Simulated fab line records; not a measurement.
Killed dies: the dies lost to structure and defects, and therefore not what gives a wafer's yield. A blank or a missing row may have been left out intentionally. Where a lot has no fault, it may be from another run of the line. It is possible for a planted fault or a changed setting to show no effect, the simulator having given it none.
Struck lot and sound lot, side by side :: flow sky130 :: 15 steps out of a route of 708
Sound: wafers L373.1, L373.3, L373.5. Struck: wafers L390.2, L390.5 (left out: L390.1, a lot-mate that was not struck); the cause follows at the end.
Order at every step that has rows: each side's tool, ch and its chambers, its first start. Under that, the readings that differ: sound wafers :: struck wafers :: difference of the means :: sigmas: that difference in standard deviations of wafers without a fault.
alike: readings with means less than 2 such deviations apart, plus words and numbers identical on both sides. not compared: withheld readings, readings lacking a value on some wafer, bounds such as >300 that could conceal the same value, and numbers that have no deviation in the record and whose values overlap.
The two part at a step that has a row with sigmas, a row that says differs or no value, or rows on one side only. When numbers do not overlap yet have no deviation, they are printed without sigmas and do not part them. A reading that every wafer of one side lacks parts them only if that side has two wafers or more.

SKY_VIA1_CMP_24: polishes, stops on SiO2, t overpolish 15 s, target thk 0 nm.
  sound on cmp-02 ch 0,2,3, day 35 14:26; struck on cmp-02 ch 0, day 40 14:05
  alike: motor_current_A, overpolish_run_s, time_to_endpoint_s
then, 1 step without rows for these wafers: SKY_METAL2_SPUTTER_00 (material Ti, target thk 15 nm, time 10 s).
SKY_METAL2_SPUTTER_01: material TiN, target thk 20 nm, time 16.7 s.
  struck on pvd_sputter-03, day 40 14:22; sound on pvd_sputter-02, day 35 14:43
  alike: throttle_valve_pct
SKY_METAL2_SPUTTER_02: material AlCu, target thk 250 nm, time 13.3 s.
  struck on pvd_sputter-03, day 40 14:23; sound on pvd_sputter-02, day 35 14:44
  alike: throttle_valve_pct
SKY_METAL2_SPUTTER_03: material Ti, target thk 5 nm, time 3.3 s.
  struck on pvd_sputter-03, day 40 14:25; sound on pvd_sputter-02, day 35 14:46
  alike: throttle_valve_pct
SKY_METAL2_SPUTTER_04: material TiN, target thk 70 nm, time 58.3 s.
  struck on pvd_sputter-03, day 40 14:26; sound on pvd_sputter-02, day 35 14:47
  alike: throttle_valve_pct
SKY_METAL2_RS_MEAS_05: measures by four-point-probe.
  struck on film_metro-02, day 40 14:29; sound on film_metro-02, day 35 14:50
  alike: METAL2_ALCU_RS
SKY_METAL2_THK_MEAS_06: measures by xrf.
  struck on film_metro-02, day 40 14:36; sound on film_metro-02, day 35 14:57
  alike: METAL2_ALCU_THK
then, 4 steps without rows for these wafers: SKY_METAL2_DEHYDRATE_07 (time 60 s); SKY_METAL2_HMDS_08 (prime time 60 s); SKY_METAL2_COAT_09 (resist thk 60 nm); SKY_METAL2_COAT_10 (resist thk 450 nm).
SKY_METAL2_SOFTBAKE_11: time 90 s.
  sound on litho_track-03 ch 0, day 36 03:00; struck on litho_track-03 ch 0, day 41 02:00
reading: run_length_s (s)
sound: 119.53 119.40 119.55
struck: 127.90 127.92
difference: +8.42
sigmas: +56
then, 1 step without rows for these wafers: SKY_METAL2_EXPOSE_12 (exposes mask MM2, target cd 140 nm).
-- the record jumps here: 10 days lie between the struck wafers' starts before and after (it left off in module METAL2 and takes up again in module PAD_OPEN, whose first step shown is number 708 of the route) --
SKY_PAD_OPEN_PROBE_99:
  struck on prober-01, day 50 15:23; sound on prober-02, day 47 03:32
  alike: defect_limited_yield, killed_at_M0_to_M3, killed_at_M4_up, killed_at_contacts, killed_at_front_end, killed_at_other, killed_dies, killed_open, killed_short, sort_bin_3_pad_short, sort_bin_5_function, sort_bin_6_memory, sort_n_pass, sort_yield_pct

== WHERE THEY PART ==
Only at SKY_METAL2_SOFTBAKE_11, as far as this record shows. Later steps at which nothing parts them and some readings are alike: SKY_PAD_OPEN_PROBE_99.

WHY: what had been put in by the simulator
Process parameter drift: litho_track-03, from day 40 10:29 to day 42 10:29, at SKY_METAL2_SOFTBAKE_11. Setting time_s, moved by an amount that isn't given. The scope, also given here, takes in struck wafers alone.
